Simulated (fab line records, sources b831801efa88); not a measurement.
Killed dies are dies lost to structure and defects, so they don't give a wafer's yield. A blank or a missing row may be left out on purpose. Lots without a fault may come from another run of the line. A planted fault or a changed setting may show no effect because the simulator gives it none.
fab line records | flow sky130
record lots=6 wafers=18 last_day=48
route steps=708 shown CAPM@539 METAL3@555 VIA3@573 PAD_OPEN@708
lots that met no fault: from a run of the same line without faults
start_h: hours from the record's first day to the start of the lot's first wafer shown | wait_h: hours since the lot's step before | " the same as in the row above | L1.1+2: a row that stands for several wafers | - no value, or no start given | * or withheld: withheld | < > ~ a bound
route shown NAME@n: a module of which the file shows steps, and the number in the route of the first | usual: mean/standard deviation of fault-free wafers | same: alike in all rows | chamber/n: place in a boat | sites: the reading at each site | _std_site: their standard deviation | _edge_site: outer sites' mean less inner sites' | radius_mm: how far each site lies from the wafer's centre | mask NAME#n: copy n | behind: the tool/chamber that last shaped the wafer | hold: why the lot was held/for how many hours/how that ended | device: the transistor (n, p or np) that didn't switch | end of line: the same wafers' tests at the end of the route | a step without rows: its recipe alone | killed: dies lost to structure and defects at the first sort, not the wafer's yield | map: a wafer's dies, x killed, . not, _ none there
set.NAME: the setting as run; set.NAME@STEP: as run at that earlier step | model.NAME: the simulator's own value behind a step, which no gauge read
lots at some steps of the route; a table a step, a row a wafer
services: from which hour (start_h, from the record's first day; less than 0 if before it) a tool's chamber was out of use, for how many hours, and why
## steps
# step SKY_CAPM_SPUTTER_02
# recipe material=TiN target_thk_nm=200 temp_c=300 power_w=6500 time_s=166.7 chamber_pressure_pa=0.4
# step SKY_CAPM_RS_MEAS_03
# recipe thk_meas_gauge=four-point-probe reads=TiN_of_CAPM_SPUTTER_02
# usual CAPM_TIN_RS=6.92/0.073
# columns lot.wafer tool chamber start_h wait_h CAPM_TIN_RS[ohm/sq]
L842.2 film_metro-02 - 851.20 0.1 7.01
L842.4 " - " " 7.00
L842.6 " - " " 7.11
L849.2 film_metro-04 - 919.22 0.1 6.98
L849.3 " - " " 7.01
L849.4 " - " " 6.93
L853.1 film_metro-04 - 927.23 0.1 6.87
L853.2 " - " " 6.85
L853.4 " - " " 6.90
L855.1 film_metro-03 - 945.93 0.1 6.95
L855.3 " - " " 6.92
L855.5 " - " " 6.90
L857.2 film_metro-03 - 954.54 0.1 6.90
L857.4 " - " " 6.92
L857.6 " - " " 6.89
L858.1 film_metro-04 - 961.29 0.1 6.81
L858.3 " - " " 6.80
L858.4 " - " " 6.84
# step SKY_CAPM_THK_MEAS_04
# recipe thk_meas_gauge=xrf reads=TiN_of_CAPM_SPUTTER_02
# usual CAPM_TIN_THK=199.2/2.3
# columns lot.wafer tool chamber start_h wait_h CAPM_TIN_THK[nm]
L842.2 film_metro-02 - 851.31 0.1 195.8
L842.4 " - " " 196.4
L842.6 " - " " 193.8
L849.2 film_metro-04 - 919.33 0.1 195.5
L849.3 " - " " 195.8
L849.4 " - " " 197.1
L853.1 film_metro-04 - 927.35 0.1 198.9
L853.2 " - " " 199.1
L853.4 " - " " 198.1
L855.1 film_metro-03 - 946.05 0.1 199.3
L855.3 " - " " 201.3
L855.5 " - " " 201.0
L857.2 film_metro-03 - 954.65 0.1 201.1
L857.4 " - " " 200.1
L857.6 " - " " 200.7
L858.1 film_metro-04 - 961.41 0.1 201.0
L858.3 " - " " 201.4
L858.4 " - " " 201.3
# step SKY_CAPM_DEHYDRATE_05
# recipe temp_c=200 time_s=60
# step SKY_CAPM_HMDS_06
# recipe prime_time_s=60 prime_temp_c=120
# step SKY_CAPM_COAT_07
# recipe resist=NOVOLAK spin_rpm=3000 resist_thk_nm=1140
# step SKY_CAPM_SOFTBAKE_08
# recipe temp_c=90 time_s=60 resist=NOVOLAK
# step SKY_CAPM_EXPOSE_09
# recipe mask_id=CAPM na=0.6 source_shape=conventional sigma_outer=0.6 polarization=unpolarized target_cd_nm=1000 dose_mj=159
# step SKY_CAPM_PEB_10
# recipe temp_c=withheld time_s=* resist=NOVOLAK
# step SKY_CAPM_DEVELOP_11
# recipe resist=NOVOLAK developer=TMAH develop_time_s=60 dev_temp_c=23
# step SKY_CAPM_OVL_MEAS_12
# usual CAPM_OVL=0.6/1.3
# columns lot.wafer tool chamber start_h wait_h CAPM_OVL[nm]
L842.2 overlay-01 - 875.88 0.1 -0.5
L842.4 " - " " -0.9
L842.6 " - " " 0.9
L849.2 overlay-02 - 943.63 0.1 -0.5
L849.3 " - " " -0.4
L849.4 " - " " 0.1
L853.1 overlay-01 - 951.62 0.1 0.1
L853.2 " - " " 0.7
L853.4 " - " " 0.4
L855.1 overlay-01 - 970.07 0.1 0.6
L855.3 " - " " 0.5
L855.5 " - " " 0.4
L857.2 overlay-02 - 977.82 0.1 1.4
L857.4 " - " " 0.2
L857.6 " - " " 1.1
L858.1 overlay-02 - 984.57 0.1 0.1
L858.3 " - " " -0.7
L858.4 " - " " 0.3
# step SKY_CAPM_METAL_ETCH_13
# recipe target_depth_nm=220 stop_on=SiO2 chemistry=Cl2/BCl3 target=TiN pressure_mtorr=10 icp_w=900 bias_w=48.5 Cl2_flow_sccm=60 bcl3_flow_sccm=30 time_s=62.9
# step SKY_CAPM_STRIP_14
# recipe chemistry=O2/N2 power_w=1400 pressure_mtorr=1500 platen_temp_c=withheld o2_flow_sccm=3000 n2_flow_sccm=300 overash_fraction=0.5
# usual drypump_motor_current_A=6.0/0.41 oes_product_au=0.711/0.0042 strip_time_to_endpoint_s=12.66/0.047
# columns lot.wafer tool chamber start_h wait_h drypump_motor_current_A oes_product_au rf_hours_counter_h strip_time_to_endpoint_s
L842.2 plasma_asher-02 1 875.99 0.1 6.0 0.713 104 12.71
L842.4 " 0 " " 6.2 0.714 - 12.65
L842.6 " 0 " " 6.2 0.720 - 12.67
L849.2 plasma_asher-02 1 943.74 0.1 6.0 0.713 110 12.64
L849.3 " 1 " " 6.0 0.717 - 12.63
L849.4 " 0 " " 6.2 0.704 - 12.67
L853.1 plasma_asher-02 0 951.73 0.1 6.2 0.707 111 12.65
L853.2 " 1 " " 6.0 0.711 111 12.69
L853.4 " 0 " " 6.1 0.705 - 12.68
L855.1 plasma_asher-03 1 970.19 0.1 6.3 0.715 23 12.68
L855.3 " 1 " " 6.3 0.713 - 12.61
L855.5 " 0 " " 6.6 0.716 - 12.61
L857.2 plasma_asher-04 0 977.93 0.1 5.5 0.714 87 12.74
L857.4 " 0 " " 5.5 0.713 - 12.69
L857.6 " 1 " " 5.4 0.714 - 12.70
L858.1 plasma_asher-04 0 984.68 0.1 5.5 0.710 88 12.63
L858.3 " 0 " " 5.5 0.715 - 12.65
L858.4 " 1 " " 5.4 0.704 - 12.62
# step SKY_CAPM_STRIP_15
# recipe chemistry=post_etch_residue_remover time_s=1200 temp_c=72.5
# step SKY_CAPM_CLEAN_16
# recipe chemistry=IPA time_s=180 temp_c=25
# step SKY_CAPM_CLEAN_17
# recipe chemistry=O3/DIW dry=n2_spin
# step SKY_METAL3_DEHYDRATE_05
# recipe temp_c=200 time_s=60
# step SKY_METAL3_HMDS_06
# recipe prime_time_s=60 prime_temp_c=120
# step SKY_METAL3_COAT_07
# recipe resist=BARC temp_c=withheld time_s=withheld spin_rpm=3075 resist_thk_nm=60
# step SKY_METAL3_COAT_08
# recipe resist=KrF-thick spin_rpm=3000 resist_thk_nm=1140
# step SKY_METAL3_SOFTBAKE_09
# recipe temp_c=100 time_s=90 resist=KrF-thick
# step SKY_METAL3_EXPOSE_10
# recipe mask_id=MM3 na=0.68 source_shape=annular sigma_inner=0.4 sigma_outer=0.8 target_cd_nm=300 dose_mj=28
# step SKY_METAL3_PEB_11
# recipe peb_temp_c=withheld peb_time_s=withheld resist=KrF-thick
# step SKY_METAL3_DEVELOP_12
# recipe develop_time_s=60 resist=KrF-thick dev_temp_c=21
# step SKY_METAL3_CD_MEAS_13
# recipe target_cd_nm=300
# usual cd_nm=300.1/1.4
# columns lot.wafer tool chamber start_h wait_h cd_nm
L842.2 cd_sem-02 - 901.39 - 299.8
L842.4 " - " " 298.9
L842.6 " - " " 298.0
L849.2 cd_sem-01 - 968.39 - 299.4
L849.3 " - " " 299.0
L849.4 " - " " 298.7
L853.1 cd_sem-02 - 976.17 - 300.9
L853.2 " - " " 301.4
L853.4 " - " " 300.7
L855.1 cd_sem-01 - 995.77 - 302.2
L855.3 " - " " 301.2
L855.5 " - " " 303.0
L857.2 cd_sem-01 - 1002.49 - 300.7
L857.4 " - " " 300.4
L857.6 " - " " 301.4
L858.1 cd_sem-02 - 1008.52 - 301.2
L858.3 " - " " 299.7
L858.4 " - " " 302.7
# step SKY_METAL3_OVL_MEAS_14
# usual METAL3_OVL=0/5.2
# columns lot.wafer tool chamber start_h wait_h METAL3_OVL[nm]
L842.2 overlay-02 - 901.50 0.1 8
L842.4 " - " " -4
L842.6 " - " " 5
L849.2 overlay-01 - 968.50 0.1 -4
L849.3 " - " " -2
L849.4 " - " " 1
L853.1 overlay-01 - 976.29 0.1 6
L853.2 " - " " 2
L853.4 " - " " 4
L855.1 overlay-02 - 995.89 0.1 3
L855.3 " - " " 1
L855.5 " - " " 2
L857.2 overlay-02 - 1002.60 0.1 -4
L857.4 " - " " 0
L857.6 " - " " -4
L858.1 overlay-01 - 1008.64 0.1 5
L858.3 " - " " 3
L858.4 " - " " 4
# step SKY_METAL3_DESCUM_15
# recipe chemistry=O2 source_power_w=150 bias_power_w=0 pressure_mtorr=10 temp_c=40 time_s=8
# usual drypump_motor_current_A=6.0/0.54 oes_product_au=1.000/0.0092 temp_c=40.00/0.11
# columns lot.wafer tool chamber start_h wait_h drypump_motor_current_A oes_product_au rf_hours_counter_h temp_c
L842.2 rie_metal-02 0 901.53 0.0 6.2 0.987 4 39.90
L842.4 " 1 " " 6.6 0.992 - 40.23
L842.6 " 0 " " 6.2 0.997 - 39.90
L849.2 rie_metal-04 1 968.53 0.0 5.2 1.005 4 40.15
L849.3 " 1 " " 5.2 0.997 - 40.10
L849.4 " 0 " " 5.6 1.000 - 40.21
L853.1 rie_metal-01 1 976.33 0.0 6.5 1.019 13 40.00
L853.2 " 0 " " 5.5 1.001 3 40.05
L853.4 " 1 " " 6.4 1.022 - 40.15
L855.1 rie_metal-01 0 995.92 0.0 5.5 1.003 4 39.88
L855.3 " 0 " " 5.5 1.003 - 40.06
L855.5 " 1 " " 6.4 1.017 - 40.07
L857.2 rie_metal-04 0 1002.63 0.0 5.6 0.993 12 39.87
L857.4 " 1 " " 5.2 0.997 - 40.15
L857.6 " 1 " " 5.2 1.001 - 39.99
L858.1 rie_metal-04 1 1008.68 0.0 5.2 0.995 7 39.99
L858.3 " 0 " " 5.6 0.995 - 40.11
L858.4 " 1 " " 5.2 0.999 - 39.91
# step SKY_METAL3_ETCH_16
# recipe chemistry=N2/H2 target=BARC ion_energy_ev=200 bias_w=100 pressure_mtorr=30 n2_flow_sccm=100 h2_flow_sccm=200 icp_w=500 stop_on=SiO2 time_s=88.2 target_depth_a=600
# usual bias_w=100.02/0.29 drypump_motor_current_A=6.0/0.54 oes_product_au=0.624/0.005 throttle_valve_pct=13.203/0.0095
# columns lot.wafer tool chamber start_h wait_h bias_w drypump_motor_current_A oes_product_au rf_hours_counter_h throttle_valve_pct
L842.2 rie_metal-02 0 901.56 0.0 100.25 6.2 0.616 4 13.215
L842.4 " 1 " " 100.11 6.7 0.621 - 13.198
L842.6 " 0 " " 100.07 6.2 0.616 - 13.200
L849.2 rie_metal-04 1 968.56 0.0 99.81 5.2 0.622 4 13.208
L849.3 " 1 " " 99.84 5.2 0.626 - 13.200
L849.4 " 0 " " 100.09 5.6 0.625 - 13.193
L853.1 rie_metal-01 1 976.36 0.0 100.07 6.4 0.620 13 13.220
L853.2 " 0 " " 99.96 5.5 0.627 3 13.177
L853.4 " 1 " " 99.78 6.4 0.629 - 13.217
L855.1 rie_metal-01 0 995.96 0.0 99.93 5.5 0.609 4 13.186
L855.3 " 0 " " 100.06 5.5 0.621 - 13.190
L855.5 " 1 " " 100.24 6.4 0.617 - 13.193
L857.2 rie_metal-04 0 1002.66 0.0 100.19 5.6 0.626 12 13.206
L857.4 " 1 " " 99.99 5.2 0.621 - 13.202
L857.6 " 1 " " 99.71 5.2 0.629 - 13.213
L858.1 rie_metal-04 1 1008.71 0.0 99.57 5.2 0.634 7 13.204
L858.3 " 0 " " 99.92 5.6 0.624 - 13.204
L858.4 " 1 " " 100.06 5.2 0.626 - 13.224
# step SKY_METAL3_ETCH_17
# recipe target=SiO2 stop_on=TiN chemistry=C4F8/O2/Ar source_w=1500 bias_w=1200 pressure_mtorr=40 c4f8_flow_sccm=withheld O2_flow_sccm=6 Ar_flow_sccm=300 time_s=3.9 target_depth_a=150
# step SKY_METAL3_METAL_ETCH_18
# recipe target_depth_a=8450 stop_on=SiO2 over_etch_frac=0.3 time_s=183.1 chemistry=Cl2/BCl3 resist_sidewall_deg=88 pressure_mtorr=10 icp_w=900 bias_w=48.5 Cl2_flow_sccm=60 bcl3_flow_sccm=30
# usual bias_w=48.52/0.14 drypump_motor_current_A=6.0/0.51 oes_product_au=0.864/0.0056 throttle_valve_pct=22.264/0.0091
# columns lot.wafer tool chamber start_h wait_h bias_w drypump_motor_current_A oes_product_au rf_hours_counter_h throttle_valve_pct
L842.2 rie_metal-04 1 901.68 0.0 48.57 5.2 0.864 1 22.257
L842.4 " 0 " " 48.42 5.6 0.862 - 22.266
L842.6 " 0 " " 48.40 5.6 0.858 - 22.271
L849.2 rie_metal-01 1 968.68 0.0 48.35 6.4 0.852 12 22.264
L849.3 " 0 " " 48.40 5.5 0.866 - 22.257
L849.4 " 1 " " 48.44 6.4 0.860 - 22.272
L853.1 rie_metal-02 0 976.48 0.0 48.70 6.2 0.876 8 22.276
L853.2 " 1 " " 48.35 6.7 0.858 16 22.261
L853.4 " 0 " " 48.43 6.2 0.859 - 22.271
L855.1 rie_metal-02 0 996.07 0.0 48.59 6.2 0.861 9 22.254
L855.3 " 1 " " 48.20 6.7 0.860 - 22.267
L855.5 " 1 " " 48.35 6.7 0.858 - 22.266
L857.2 rie_metal-01 1 1002.78 0.0 48.42 6.4 0.863 14 22.246
L857.4 " 1 " " 48.51 6.4 0.860 - 22.275
L857.6 " 0 " " 48.62 5.4 0.857 - 22.246
L858.1 rie_metal-02 1 1008.83 0.0 48.58 6.7 0.869 19 22.250
L858.3 " 0 " " 48.59 6.2 0.874 - 22.244
L858.4 " 1 " " 48.64 6.7 0.864 - 22.254
# step SKY_METAL3_STRIP_19
# recipe chemistry=O2/N2 power_w=1400 pressure_mtorr=1500 platen_temp_c=withheld o2_flow_sccm=3000 n2_flow_sccm=300 overash_fraction=0.5
# usual drypump_motor_current_A=6.0/0.55 oes_product_au=0.500/0.0053 strip_time_to_endpoint_s=6.49/0.081
# columns lot.wafer tool chamber start_h wait_h drypump_motor_current_A oes_product_au rf_hours_counter_h strip_time_to_endpoint_s
L842.2 plasma_asher-01 1 901.86 0.1 6.4 0.505 42 6.54
L842.4 " 1 " " 6.4 0.494 - 6.44
L842.6 " 1 " " 6.4 0.507 - 6.48
L849.2 plasma_asher-01 0 968.86 0.1 5.0 0.497 49 6.29
L849.3 " 1 " " 6.5 0.498 - 6.50
L849.4 " 0 " " 5.0 0.482 - 6.28
L853.1 plasma_asher-03 1 976.66 0.1 6.3 0.493 24 6.51
L853.2 " 0 " " 6.6 0.503 24 6.62
L853.4 " 1 " " 6.3 0.503 - 6.54
L855.1 plasma_asher-02 0 996.25 0.1 6.2 0.508 116 6.44
L855.3 " 0 " " 6.2 0.495 - 6.45
L855.5 " 1 " " 6.0 0.496 - 6.50
L857.2 plasma_asher-02 1 1002.96 0.1 6.0 0.495 117 6.32
L857.4 " 0 " " 6.2 0.499 - 6.37
L857.6 " 1 " " 6.0 0.501 - 6.56
L858.1 plasma_asher-02 1 1009.01 0.1 6.0 0.508 117 6.54
L858.3 " 0 " " 6.2 0.502 - 6.52
L858.4 " 1 " " 5.9 0.497 - 6.57
# step SKY_METAL3_STRIP_20
# recipe chemistry=post_etch_residue_remover time_s=1200 temp_c=72.5
# step SKY_METAL3_CLEAN_21
# recipe chemistry=IPA time_s=180 temp_c=25
# step SKY_METAL3_CLEAN_22
# recipe chemistry=O3/DIW dry=n2_spin
# step SKY_VIA3_HDPCVD_00
# recipe material=SiO2 target_thk_nm=1635 sigma_open_frac=0.3 time_s=272.5 temp_c=400 sih4_flow_sccm=60 pressure_mtorr=6
# step SKY_VIA3_THK_MEAS_01
# recipe reads=SiO2_of_VIA3_HDPCVD_00
# usual VIA3_HDPCVD_THK=1631/19
# columns lot.wafer tool chamber start_h wait_h VIA3_HDPCVD_THK[nm]
L842.2 film_metro-01 - 902.66 0.1 1645
L842.4 " - " " 1643
L842.6 " - " " 1641
L849.2 film_metro-01 - 969.63 0.1 1637
L849.3 " - " " 1637
L849.4 " - " " 1622
L853.1 film_metro-04 - 977.42 0.1 1612
L853.2 " - " " 1631
L853.4 " - " " 1598
L855.1 film_metro-01 - 997.02 0.1 1623
L855.3 " - " " 1613
L855.5 " - " " 1630
L857.2 film_metro-01 - 1003.77 0.1 1628
L857.4 " - " " 1619
L857.6 " - " " 1632
L858.1 film_metro-01 - 1009.81 0.1 1611
L858.3 " - " " 1606
L858.4 " - " " 1626
# step SKY_VIA3_CMP_02
# recipe material=SiO2 down_force_psi=4 platen_rpm=60 pad_velocity_m_s=0.94248
# usual motor_current_A=12.2/1.6
# columns lot.wafer tool chamber start_h wait_h motor_current_A
L842.2 cmp-01 2 902.71 0.0 11.1
L842.4 " 0 " " 12.8
L842.6 " 2 " " 10.8
L849.3 cmp-02 3 969.73 0.1 10.2
L849.2 " 0 " " 16.3
L849.4 " 1 " " 11.6
L853.4 cmp-02 3 977.53 0.1 11.0
L853.2 " 0 " " 16.1
L853.1 " 1 " " 11.8
L855.1 cmp-01 1 997.08 0.1 12.9
L855.3 " 3 " " 11.3
L855.5 " 1 " " 12.3
L857.4 cmp-01 0 1003.82 0.0 12.2
L857.2 " 1 " " 12.9
L857.6 " 1 " " 12.3
L858.1 cmp-01 2 1009.87 0.1 11.2
L858.4 " 3 " " 11.6
L858.3 " 1 " " 11.9
# step SKY_VIA3_BOW_MEAS_03
# recipe mode=bow
# usual VIA3_BOW=78/8.9
# columns lot.wafer tool chamber start_h wait_h VIA3_BOW[um]
L842.2 film_metro-02 - 903.03 0.3 89
L842.4 " - " " 92
L842.6 " - " " 98
L849.2 film_metro-01 - 970.00 0.2 80
L849.3 " - " " 68
L849.4 " - " " 68
L853.1 film_metro-04 - 977.78 0.1 76
L853.2 " - " " 66
L853.4 " - " " 72
L855.1 film_metro-02 - 997.38 0.2 81
L855.3 " - " " 90
L855.5 " - " " 89
L857.2 film_metro-02 - 1004.14 0.2 85
L857.4 " - " " 59
L857.6 " - " " 74
L858.1 film_metro-02 - 1010.17 0.2 84
L858.3 " - " " 80
L858.4 " - " " 73
# step SKY_VIA3_DEHYDRATE_04
# recipe temp_c=200 time_s=60
# step SKY_VIA3_HMDS_05
# recipe prime_time_s=60 prime_temp_c=120
# step SKY_VIA3_COAT_06
# recipe resist=BARC temp_c=withheld time_s=withheld spin_rpm=3000 resist_thk_nm=60
# step SKY_VIA3_COAT_07
# recipe resist=KrF-thick spin_rpm=3000 resist_thk_nm=450
# step SKY_PAD_OPEN_PROBE_99
# usual defect_limited_yield=82.4/2 killed_at_M0_to_M3=44/7.1 killed_at_M4_up=3/1.6 killed_at_contacts=24/5.4 killed_at_front_end=15/4.7 killed_at_other=0.3/0.51 killed_dies=87/9.9 killed_on_rim=17/4 killed_open=48/7.6 killed_short=39/6.3 sort_bin_3_pad_short=0.9/0.39 sort_bin_5_function=10.5/1.6 sort_bin_6_memory=6.3/1.1 sort_n_pass=405/9.9 sort_yield_pct=82.4/2
# same gross_dies=492 killed_at_back_side=0 sort_bin_4_leakage[%]=0 sort_bin_8_speed[%]=0
# columns lot.wafer tool chamber start_h wait_h defect_limited_yield[%] killed_at_M0_to_M3 killed_at_M4_up killed_at_contacts killed_at_front_end killed_at_other killed_dies killed_on_rim killed_open killed_short sort_bin_3_pad_short[%] sort_bin_5_function[%] sort_bin_6_memory[%] sort_n_pass sort_yield_pct[%] model.etest.tester.sort_n_pass model.etest.tester.sort_yield_pct model.etest.tester.sort_bin_5_pct model.etest.tester.sort_bin_3_pct
L842.2 prober-02 - 1075.19 0.1 83.3 38 1 20 22 1 82 15 47 35 1.0 10.4 5.3 410 83.3 410 83.33 10.37 1.016
L842.4 prober-02 - 1075.29 0.2 79.5 45 4 40 11 1 101 19 55 46 1.2 10.6 8.7 391 79.5 391 79.47 10.57 1.22
L842.6 prober-02 - 1075.39 0.2 82.9 43 1 29 11 0 84 14 60 24 0.2 10.8 6.1 408 82.9 408 82.93 10.77 0.2033
L849.2 prober-02 - 1132.25 0.1 81.3 34 3 21 11 23 92 21 33 36 2.4 10.2 6.1 400 81.3 400 81.3 10.16 2.439
L849.3 prober-02 - 1132.30 0.2 77.6 36 0 24 28 22 110 21 52 37 2.0 14.8 5.5 382 77.6 382 77.64 14.84 2.033
L849.4 prober-02 - 1132.35 0.2 73.0 32 7 25 16 53 133 20 50 30 4.1 15.2 7.7 359 73.0 359 72.97 15.24 4.065
L853.1 prober-02 - 1137.99 0.1 71.1 45 5 21 17 54 142 24 51 37 4.9 17.1 6.9 350 71.1 350 71.14 17.07 4.878
L853.2 prober-02 - 1138.04 0.1 76.4 41 3 29 21 22 116 26 54 41 1.2 14.0 8.3 376 76.4 376 76.42 14.02 1.22
L853.4 prober-02 - 1138.14 0.2 70.5 56 1 27 9 52 145 16 47 47 4.5 17.9 7.1 347 70.5 347 70.53 17.89 4.472
L855.1 prober-02 - 1153.89 0.1 81.5 46 1 29 15 0 91 16 51 40 1.4 10.2 6.9 401 81.5 401 81.5 10.16 1.423
L855.3 prober-02 - 1153.99 0.2 82.1 51 1 20 14 2 88 23 52 36 1.2 11.6 5.1 404 82.1 404 82.11 11.59 1.22
L855.5 prober-02 - 1154.09 0.2 81.5 46 3 21 21 0 91 16 51 40 0.4 11.0 7.1 401 81.5 401 81.5 10.98 0.4065
L858.1 prober-01 - 1162.33 0.1 79.3 56 0 27 19 0 102 19 54 48 1.0 12.0 7.7 390 79.3 390 79.27 11.99 1.016
L858.3 prober-01 - 1162.43 0.2 83.7 46 3 18 13 0 80 12 51 29 1.0 9.1 6.1 412 83.7 412 83.74 9.146 1.016
L858.4 prober-01 - 1162.48 0.2 82.9 48 5 23 8 0 84 20 53 31 0.6 10.0 6.5 408 82.9 408 82.93 9.959 0.6098
# killed by level:class
L842.2 CONTACT:geometric_particle:open=9 VIA1:geometric_particle:open=8 VIA2:geometric_particle:open=7 VIA2:geometric_particle:short=7 LI_CONTACT:geometric_particle:open=6 FIELD_ISO:geometric_particle:open=5 POLY_GATE:geometric_particle:short=5 POLY_GATE:geometric_particle:open=4
L842.4 CONTACT:geometric_particle:open=14 VIA3:geometric_particle:open=12 LI_CONTACT:geometric_particle:open=9 LOCAL_INTERCONNECT:geometric_particle:short=8 VIA2:geometric_particle:open=8 CONTACT:geometric_particle:short=7 METAL2:geometric_particle:short=6 METAL1:geometric_particle:short=5
L842.6 CONTACT:geometric_particle:open=14 VIA1:geometric_particle:open=13 LI_CONTACT:geometric_particle:open=11 VIA3:geometric_particle:open=9 POLY_GATE:geometric_particle:short=6 VIA2:geometric_particle:open=6 METAL1:geometric_particle:short=4 VIA3:geometric_particle:short=3
L849.2 CAPM:unspecified=23 LI_CONTACT:geometric_particle:open=11 VIA1:geometric_particle:open=10 METAL1:geometric_particle:short=8 POLY_GATE:geometric_particle:short=5 VIA2:geometric_particle:open=5 VIA3:geometric_particle:short=4 LOCAL_INTERCONNECT:geometric_particle:short=4
L849.3 CAPM:unspecified=21 CONTACT:geometric_particle:open=11 VIA1:geometric_particle:open=10 VIA3:geometric_particle:open=8 POLY_GATE:geometric_particle:open=6 SPACER:geometric_particle:short=6 FIELD_ISO:geometric_particle:short=5 LI_CONTACT:geometric_particle:open=5
L849.4 CAPM:unspecified=53 VIA1:geometric_particle:open=11 CONTACT:geometric_particle:open=8 VIA2:geometric_particle:open=8 POLY_GATE:geometric_particle:short=5 LOCAL_INTERCONNECT:geometric_particle:short=5 LI_CONTACT:geometric_particle:open=4 VIA3:geometric_particle:open=4
L853.1 CAPM:unspecified=54 VIA1:geometric_particle:open=11 POLY_GATE:geometric_particle:open=7 LI_CONTACT:geometric_particle:open=7 VIA3:geometric_particle:open=7 METAL2:geometric_particle:short=6 VIA2:geometric_particle:open=6 CONTACT:geometric_particle:open=5
L853.2 CAPM:unspecified=21 VIA1:geometric_particle:open=16 CONTACT:geometric_particle:open=13 VIA1:geometric_particle:short=6 LI_CONTACT:geometric_particle:open=6 FIELD_ISO:geometric_particle:short=5 FIELD_ISO:geometric_particle:open=5 POLY_GATE:geometric_particle:short=5
L853.4 CAPM:unspecified=51 VIA1:geometric_particle:open=14 VIA1:geometric_particle:short=12 LI_CONTACT:geometric_particle:open=8 CONTACT:geometric_particle:open=7 VIA3:geometric_particle:open=7 VIA2:geometric_particle:open=6 METAL2:geometric_particle:short=6
L855.1 CONTACT:geometric_particle:open=14 VIA1:geometric_particle:open=13 VIA2:geometric_particle:open=7 VIA1:geometric_particle:short=6 LI_CONTACT:geometric_particle:open=6 METAL2:geometric_particle:short=6 FIELD_ISO:geometric_particle:open=5 POLY_GATE:geometric_particle:short=4
L855.3 VIA1:geometric_particle:open=11 VIA3:geometric_particle:open=8 METAL1:geometric_particle:short=7 VIA1:geometric_particle:short=7 POLY_GATE:geometric_particle:open=6 CONTACT:geometric_particle:open=6 LI_CONTACT:geometric_particle:open=5 VIA2:geometric_particle:open=5
L855.5 VIA1:geometric_particle:open=11 METAL1:geometric_particle:short=8 POLY_GATE:geometric_particle:open=7 CONTACT:geometric_particle:open=7 LI_CONTACT:geometric_particle:open=5 METAL2:geometric_particle:short=5 VIA3:geometric_particle:open=5 FIELD_ISO:geometric_particle:short=4
L858.1 CONTACT:geometric_particle:open=13 VIA3:geometric_particle:open=12 VIA1:geometric_particle:open=10 METAL2:geometric_particle:short=7 METAL1:geometric_particle:short=6 VIA3:geometric_particle:short=5 METAL3:geometric_particle:short=5 FIELD_ISO:geometric_particle:open=4
L858.3 VIA1:geometric_particle:open=13 CONTACT:geometric_particle:open=7 VIA3:geometric_particle:open=7 VIA2:geometric_particle:open=7 FIELD_ISO:geometric_particle:open=4 FIELD_ISO:geometric_particle:short=4 METAL2:geometric_particle:short=4 VIA2:geometric_particle:short=4
L858.4 VIA1:geometric_particle:open=13 LI_CONTACT:geometric_particle:open=9 CONTACT:geometric_particle:open=7 VIA2:geometric_particle:open=6 POLY_GATE:geometric_particle:open=4 VIA3:geometric_particle:open=4 VIA1:geometric_particle:short=4 METAL2:geometric_particle:short=4
# map L849.4 (x killed, . not)
__________....x....._________
________x....x...x...._______
______......x..x........_____
_____..x...............x.____
____...x.xx.x...........xx___
___..xxxxxx.x....x.x...x.x.__
__.xx.xxxxxx..x....x..x....._
_x..x.xxxxxxxx.......x......x
_xxx.xxxxxxxx.x.x..........x.
_....xxxxxxxx.x.........x....
_.....xxxxxxx....x.x.xxxx....
_x.x...xxx.xxx..x....x....xx.
_x.x.xx..x.x......x......x...
_..........xx.xx.............
_..x.....x...x.x...........x.
__...x..x.....x...........x._
___...x.xx........x.......x__
____.................x..x.___
_____.......x....x......x____
______...........x.....x_____
________.......x....x._______
__________.....x...._________
# map L853.4 (x killed, . not)
__________..x......x_________
________.........x...._______
______.................x_____
_____..xxxxxx....x......x____
____...x.xxx...x..x.x.xx..___
___...xxxxxx....x......xxx.__
__..xxxxxxxx...x.......x..xx_
_xx..xxxxxxxxx.x.x.xxx....x..
_...xxxxxxxxxx......x.......x
_...xxxxxxxxx.x....xx........
_.....xxxxxxxx......x.xx.....
_x...x..xxx..x.xxxxx.........
_.x...x.xx....x.x.x.xxx..xxx.
_......x.....................
_........x.x.....x.x..x...x.x
__...x.x.x.x..x.x......x...._
___...x...x....x..xx.......__
____.....x...............x___
_____.......x............____
______x................._____
________...........x.._______
__________.x........_________
## services
# columns tool chamber start_h hours kind
rie_metal-04 1 868.52 7.3 repair
cmp-02 - 869.08 0.5 repair
cmp-02 - 885.63 1.4 repair
rie_metal-01 0 888.06 - clean
rie_metal-01 0 888.06 28.9 scheduled_down
rie_metal-01 0 888.06 28.9 vent_cycle
plasma_asher-04 - 888.44 2.3 repair
cmp-02 - 912.22 4.0 pm
cmp-02 - 916.22 - consumable_replace:conditioner
cmp-02 - 916.22 - consumable_replace:pad
cmp-02 - 919.57 0.5 repair
plasma_asher-02 - 923.70 1.6 repair
plasma_asher-02 - 923.72 0.9 repair
cmp-02 - 942.08 4.7 pm
plasma_asher-04 - 953.35 3.3 repair
plasma_asher-03 - 961.75 1.2 repair
rie_metal-01 - 969.68 0.5 repair
rie_metal-04 - 970.30 2.2 repair
cmp-01 - 972.65 0.3 repair
cmp-01 - 979.39 1.0 repair
cmp-01 - 983.17 1.5 repair
plasma_asher-01 - 990.56 1.6 repair
## key
first_sign step=SKY_PAD_OPEN_PROBE_99 reading=killed_at_other direction=up sigmas=37 usual=0.3 struck=37.7
effect step=SKY_PAD_OPEN_PROBE_99 reading=sort_bin_3_pad_short direction=up sigmas=6 usual=0.9 struck=3.2
model_effect step=SKY_PAD_OPEN_PROBE_99 value=etest.tester.sort_n_pass without=400.3 struck=369
met_at SKY_CAPM_STRIP_14
struck_wafers L849.2,L849.3,L849.4,L853.1,L853.2,L853.4
onset_between 875.99 943.74
also_fits SKY_VIA3_CMP_02:cmp-02
fault kind=chamber_particle_source tool=plasma_asher-02 chamber=- onset_h=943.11 steps=SKY_CAPM_STRIP_14 rate_per_visit_cm2=0.93585 end_h=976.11
